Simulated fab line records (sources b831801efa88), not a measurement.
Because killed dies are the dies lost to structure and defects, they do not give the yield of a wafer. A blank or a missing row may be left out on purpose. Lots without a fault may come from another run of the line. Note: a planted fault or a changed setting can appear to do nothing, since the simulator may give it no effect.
The tool behind it: which one? -- flow gf180mcu -- Sampling: 13 lots, 39 wafers, 4 of 602 route steps

WHAT EACH GAUGE READ, for each wafer
GF_M3_OVL_MEAS_15. Usual: M3_OVL gives -5 nm (standard deviation 5).
lot,measured,on,M3_OVL (nm),flag
L833,day 21 08:32,overlay-02,-5 -5 -7,
L837,day 23 00:38,overlay-01,-2 -9 4,
L838,day 23 12:42,overlay-01,-14 -1 -10,
L842,day 24 19:26,overlay-01,0 1 -5,
L843,day 25 01:17,overlay-02,-4 -6 -5,
L844,day 25 18:32,overlay-01,-11 -11 -11,
L845,day 25 19:38,overlay-01,-4 -1 -5,
L847,day 26 08:39,overlay-02,-9 -3 -9,
L848,day 26 17:56,overlay-01,-6 0 0,
L849,day 26 20:34,overlay-01,0 -9 -1,
L852,day 27 23:57,overlay-01,1 -13 -9,
L854,day 28 08:24,overlay-01,-8 -9 -4,
L856,day 28 22:31,overlay-01,-1 5 1,

GF_V4_THK_MEAS_03. Usual: V4_CVD_02_THK gives 854 nm (standard deviation 13).
lot,measured,on,V4_CVD_02_THK (nm),flag
L833,day 23 11:21,film-metro-04,852 881 849,
L837,day 25 00:56,film-metro-01,872 845 857,
L838,day 25 12:59,film-metro-03,851 846 857,
L842,day 26 18:02,film-metro-03,847 838 856,
L843,day 26 23:56,film-metro-04,866 866 865,
L844,day 27 14:53,film-metro-01,835 840 859,
L845,day 27 17:01,film-metro-04,854 846 860,
L847,day 28 04:56,film-metro-04,844 830 855,
L848,day 28 14:03,film-metro-03,859 860 862,
L849,day 28 16:28,film-metro-01,859 858 838,
L852,day 29 18:11,film-metro-01,875 882 858,
L854,day 30 02:01,film-metro-03,838 852 849,
L856,day 30 16:24,film-metro-01,852 878 853,

EACH LOT AND THE TOOL THAT RAN IT (in order: tool; ch and the chambers of the sampled wafers; start)
lot,GF_M1_METAL_ETCH_16,GF_M2_SPUTTER_02
L833,"rie-metal-01 ch 0,1, day 17 01:32","pvd-sputter-03, day 18 04:13"
L837,"rie-metal-02 ch 0,1, day 18 18:36","pvd-sputter-03, day 19 22:24"
L838,"rie-metal-02 ch 0,1, day 19 08:40","pvd-sputter-03, day 20 12:01"
L842,"rie-metal-01 ch 1, day 20 15:46","pvd-sputter-03, day 21 18:46"
L843,"rie-metal-02 ch 0, day 20 23:55","pvd-sputter-03, day 22 03:09"
L844,"rie-metal-01 ch 1, day 21 18:52","pvd-sputter-01, day 22 21:07"
L845,"rie-metal-04 ch 0,1, day 21 19:31","pvd-sputter-02, day 22 22:39"
L847,"rie-metal-02 ch 0, day 22 11:17","pvd-sputter-03, day 23 13:09"
L848,"rie-metal-01 ch 0,1, day 22 20:49","pvd-sputter-03, day 23 22:20"
L849,"rie-metal-04 ch 0,1, day 23 00:16","pvd-sputter-03, day 24 01:25"
L852,"rie-metal-01 ch 0,1, day 24 06:37","pvd-sputter-02, day 25 08:09"
L854,"rie-metal-02 ch 0,1, day 24 15:23","pvd-sputter-01, day 25 16:39"
L856,"rie-metal-02 ch 0,1, day 25 07:44","pvd-sputter-03, day 26 07:49"
- GF_M1_METAL_ETCH_16: etches the open film in Cl2/BCl3, stops on SiO2, target depth 750.8 nm, time 125.1 s.
- GF_M2_SPUTTER_02: material AlCu, target thk 450 nm, time 23.9 s.

WHAT THE TOOLS THEMSELVES READ (means of the sampled wafers that have a number; where no wafer has one, the mark that the record gives instead)
GF_M1_METAL_ETCH_16. Usual: drypump-motor-current-A 5.7 A, standard deviation 0.4; oes-product-au 0.992 a.u., standard deviation 0.0057; throttle-valve-pct 28.229 %, standard deviation 0.0094.
lot,tool,drypump-motor-current-A (A),oes-product-au (a.u.),throttle-valve-pct (%),flag
L833,rie-metal-01,6.0,0.991,28.227,
L837,rie-metal-02,5.8,0.997,28.230,
L838,rie-metal-02,5.6,0.997,28.230,
L842,rie-metal-01,6.3,0.984,28.232,
L843,rie-metal-02,5.5,0.990,28.219,
L844,rie-metal-01,6.3,0.989,28.231,
L845,rie-metal-04,5.4,0.988,28.236,
L847,rie-metal-02,5.5,0.998,28.216,
L848,rie-metal-01,5.6,0.993,28.228,
L849,rie-metal-04,5.4,0.988,28.228,
L852,rie-metal-01,5.6,0.988,28.234,
L854,rie-metal-02,5.7,0.993,28.231,
L856,rie-metal-02,5.7,0.991,28.227,

GF_M2_SPUTTER_02. Usual: throttle-valve-pct at 29.9 %, with a standard deviation of 0.77.
lot,tool,throttle-valve-pct (%),flag
L833,pvd-sputter-03,30.6,
L837,pvd-sputter-03,29.5,
L838,pvd-sputter-03,29.1,
L842,pvd-sputter-03,30.0,
L843,pvd-sputter-03,29.7,
L844,pvd-sputter-01,30.6,
L845,pvd-sputter-02,29.7,
L847,pvd-sputter-03,30.3,
L848,pvd-sputter-03,30.1,
L849,pvd-sputter-03,30.3,
L852,pvd-sputter-02,29.5,
L854,pvd-sputter-01,30.1,
L856,pvd-sputter-03,29.2,

THE ANSWER, worked out from the rows above alone
Rule: a lot is off if the mean of its wafers that have a number lies more than 3 standard deviations from the usual mean. Also off: a lot with no number at a reading for which 4 or more lots have one. Any other lot the step has rows for is counted as sound. The gauges are gone through in route order, then the tools' own readings, and for those a lot's mean is taken as printed above. The first step at which some lot is off is used, and at that step the reading that is off furthest; a lot without a number counts as furthest.
No lot is off on any of the readings shown, so nothing can be concluded from this.

WHAT THE SIMULATOR HAD PUT IN
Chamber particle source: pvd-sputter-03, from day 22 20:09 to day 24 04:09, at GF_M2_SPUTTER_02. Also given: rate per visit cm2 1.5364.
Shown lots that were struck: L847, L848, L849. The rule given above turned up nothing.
